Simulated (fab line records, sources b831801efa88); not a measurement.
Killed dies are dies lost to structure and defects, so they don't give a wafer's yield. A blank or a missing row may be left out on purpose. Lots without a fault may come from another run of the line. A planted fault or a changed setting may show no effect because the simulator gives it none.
Chamber matching | flow gf180mcu | GF_V5_CMP_26 on cmp-01: 4 sister chambers
The step polishes, stops on SiO2, t overpolish 15 s, target thk 0 nm. 14 wafers are shown with their chamber, then 7 later ones without.

WAFERS WITH THEIR CHAMBER
wafer  | chamber | time_to_endpoint_s (s) | motor_current_A (A) | overpolish_run_s (s)
L645.3 | 3       | 79                     | 11.1                | 14.986
L645.4 | 0       | 85                     | 11.0                | 14.989
L645.5 | 3       | 82                     | 11.7                | 15.007
L653.3 | 2       | 86                     | 10.6                | 15.020
L653.4 | 0       | 83                     | 10.7                | 15.005
L653.6 | 0       | 89                     | 10.5                | 15.007
L655.1 | 3       | 87                     | 11.1                | 15.021
L655.5 | 2       | 90                     | 10.8                | 14.967
L655.6 | 1       | 81                     | 10.7                | 15.007
L656.2 | 3       | 80                     | 10.5                | 14.992
L656.3 | 1       | 78                     | 10.2                | 14.997
L656.5 | 0       | 84                     | 9.9                 | 14.994
L658.3 | 1       | 79                     | 10.2                | 15.007
L658.5 | 2       | 87                     | 11.2                | 15.001

SIGNATURES (means of the wafers above)
reading            | chamber 0 | chamber 1 | chamber 2 | chamber 3 | scatter within a chamber
time_to_endpoint_s | 85.25     | 79.33     | 87.67     | 82.00     | 2.68
motor_current_A    | 10.525    | 10.367    | 10.867    | 11.100    | 0.415
overpolish_run_s   | 14.99875  | 15.00367  | 14.99600  | 15.00150  | 0.0157
Rule: a wafer's distance from a chamber is the root of the sum, over the readings, of the square of ((its reading less the chamber's mean) divided by the reading's scatter). The wafer belongs to the nearest chamber; if the next one is less than 2 further off, it can't be placed. The scatter: the root of (the sum of the squares of (reading less its chamber's mean) over the shown wafers, divided by (wafers less chambers)).

WAFERS WITHOUT THEIR CHAMBER
wafer  | time_to_endpoint_s (s) | motor_current_A (A) | overpolish_run_s (s)
L658.6 | 77                     | 9.9                 | 15.001
L659.1 | 85                     | 10.6                | 14.995
L659.5 | 85                     | 10.7                | 15.009
L659.6 | 83                     | 10.2                | 15.013
L660.1 | 78                     | 10.0                | 15.004
L660.4 | 85                     | 10.8                | 15.011
L660.6 | 76                     | 10.0                | 14.992

WHICH CHAMBER EACH WENT THROUGH
wafer  | from the rows above               | in truth
L658.6 | can't be placed: 1 or 0           | 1
L659.1 | can't be placed: 0 or 2 or 3 or 1 | 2
L659.5 | can't be placed: 0 or 2 or 3 or 1 | 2
L659.6 | can't be placed: 0 or 1 or 3 or 2 | 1
L660.1 | can't be placed: 1 or 0           | 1
L660.4 | can't be placed: 0 or 2 or 3 or 1 | 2
L660.6 | can't be placed: 1 or 3           | 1
Placed correctly: 0 of 7. Can't be placed from these rows: 7 (the true chamber is among the candidates in 7). Placed wrongly: 0.
